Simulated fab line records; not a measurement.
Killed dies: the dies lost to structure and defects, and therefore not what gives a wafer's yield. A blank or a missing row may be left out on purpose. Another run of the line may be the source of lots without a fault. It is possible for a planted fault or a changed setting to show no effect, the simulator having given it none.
Comparing a struck lot with a sound one :: flow sky130 :: 17 out of 708 route steps
Sound: wafers L686.2, L686.4, L686.5. Struck: wafers L682.4, L682.5, L682.6. The cause is named last.
At each step with rows: each side's tool, then ch and its chambers, then its first start. Under that, the readings that differ: sound wafers :: struck wafers :: difference of the means :: sigmas: that difference in standard deviations of wafers without a fault.
alike: same words and numbers on both sides, and readings whose means sit less than 2 such deviations apart. not compared: any withheld reading, any reading some wafer has no value for, any bound like >300 that may hide the same value, and any number with overlapping values for which the record gives no deviation.
The two part at a step that has a row with sigmas, a row that says differs or no value, or rows on one side only. Numbers that have no deviation but don't overlap get no sigmas and don't part them. A reading that every wafer of one side lacks parts them only if that side has two wafers or more.

SKY_VT_ADJUST_HVTR_OVL_MEAS_08:
  sound on overlay-02 at day 14 18:25; struck on overlay-01 at day 13 14:19
  alike: VT_ADJUST_HVTR_OVL
next, for these wafers, 1 step has no rows: SKY_VT_ADJUST_HVTR_IMPLANT_09.
SKY_VT_ADJUST_HVTR_STRIP_10: strips in O2/N2.
  sound on plasma-asher-03 ch 0,1, day 14 18:36; struck on plasma-asher-04 ch 0,1, day 13 14:31
  alike: drypump-motor-current-A, oes-product-au, strip-time-to-endpoint-s
  not compared: rf-hours-counter-h
SKY_VT_ADJUST_HVTR_TW_MEAS_11:
  sound on film-metro-03 at day 14 18:43; struck on film-metro-02 at day 13 14:37
  alike: VT_ADJUST_HVTR_TW
then, 7 steps without rows for these wafers: SKY_VT_ADJUST_PCH_DEHYDRATE_00 (time 60 s); SKY_VT_ADJUST_PCH_HMDS_01 (prime time 60 s); SKY_VT_ADJUST_PCH_COAT_02 (resist thk 3000 nm); SKY_VT_ADJUST_PCH_SOFTBAKE_03; SKY_VT_ADJUST_PCH_EXPOSE_04 (exposes mask NWM, target cd 840 nm); SKY_VT_ADJUST_PCH_PEB_05; SKY_VT_ADJUST_PCH_DEVELOP_06 (develop time 60 s).
SKY_VT_ADJUST_PCH_OVL_MEAS_07:
  sound on overlay-02 at day 15 22:36; struck on overlay-01 at day 14 16:37
  alike: VT_ADJUST_PCH_OVL
SKY_VT_ADJUST_PCH_IMPLANT_08:
  sound on implanter-03 ch 0, day 15 22:39; struck on implanter-02 ch 0, day 14 16:43
reading: dose-ions-cm2
sound: 4.997e+11 4.996e+11 4.997e+11
struck: 6.667e+11 6.67e+11 6.674e+11
difference: +1.674e+11
sigmas: +99 or more

reading: faraday-current-uA
sound: 2.81 2.84 2.73
struck: 3.77 3.83 3.82
difference: +1.01
sigmas: +17
  alike: beam-energy-keV
SKY_VT_ADJUST_PCH_STRIP_09: strips in O2/N2.
  sound on plasma-asher-02 ch 0,1, day 15 22:47; struck on plasma-asher-03 ch 0,1, day 14 16:49
  alike: drypump-motor-current-A, oes-product-au, strip-time-to-endpoint-s
  not compared: rf-hours-counter-h
SKY_VT_ADJUST_PCH_TW_MEAS_10:
  sound on film-metro-02 at day 15 22:53; struck on film-metro-02 at day 14 16:55
reading: VT_ADJUST_PCH_TW
sound: 143.0 142.8 142.9
struck: 154.1 154.1 153.8
difference: +11.1
sigmas: +17
then, 1 step without rows for these wafers: SKY_SONOS_TUNNEL_DEHYDRATE_00 (time 60 s).
-- a jump in the record: the struck wafers' starts before and after are 34 days apart (it breaks off in module SONOS_TUNNEL and resumes in module PAD_OPEN, where the first step shown is number 708 of the route) --
SKY_PAD_OPEN_PROBE_99:
  sound on prober-01 at day 50 00:23; struck on prober-02 at day 49 02:36
reading: model.etest.pfet-g5v0d10v5.drive-ua-um
sound: 346.1 349.7 344.1
struck: 350.9 350 350.9
difference: +4.0
sigmas: 

reading: model.etest.pfet-g5v0d10v5.off-log10-a-um
sound: -12.24 -12.27 -12.34
struck: -11.76 -11.78 -11.87
difference: +0.48
sigmas: 

reading: model.etest.pfet_01v8_lvt.off-log10-a-um
sound: -8.914 -8.851 -8.852
struck: -8.179 -8.125 -8.123
difference: +0.730
sigmas: 

reading: model.etest.pfet-g5v0d10v5.vt-sat-v (V)
sound: -0.6133 -0.607 -0.6166
struck: -0.5573 -0.5548 -0.5572
difference: +0.0559
sigmas: 

reading: model.etest.pfet_16v.vt-v (V)
sound: -1.101 -1.095 -1.092
struck: -1.016 -1.017 -1.017
difference: +0.079
sigmas: 

reading: model.etest.pfet-g5v0d10v5.vt-v (V)
sound: -0.8106 -0.8105 -0.8189
struck: -0.7756 -0.7705 -0.7753
difference: +0.0395
sigmas: 

reading: model.etest.pfet-g5v0d10v5.vt-long-v (V)
sound: -0.9299 -0.9266 -0.9214
struck: -0.8631 -0.8578 -0.8572
difference: +0.0666
sigmas: 
  alike: killed_at_M0_to_M3, killed_at_M4_up, killed-at-contacts, killed-at-front-end, killed-at-other, killed-dies, killed-open, killed-short
  not compared: model.etest.pfet_01v8_lvt.drive-ua-um

== WHERE THEY PART ==
Last at SKY_VT_ADJUST_PCH_TW_MEAS_10 as far as this record goes, first at SKY_VT_ADJUST_PCH_IMPLANT_08. Later steps at which nothing parts them and some readings are alike: SKY_PAD_OPEN_PROBE_99.

WHY: what the simulator had put in
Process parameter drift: implanter-02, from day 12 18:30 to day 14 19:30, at SKY_VT_ADJUST_PCH_IMPLANT_08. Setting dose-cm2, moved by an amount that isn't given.
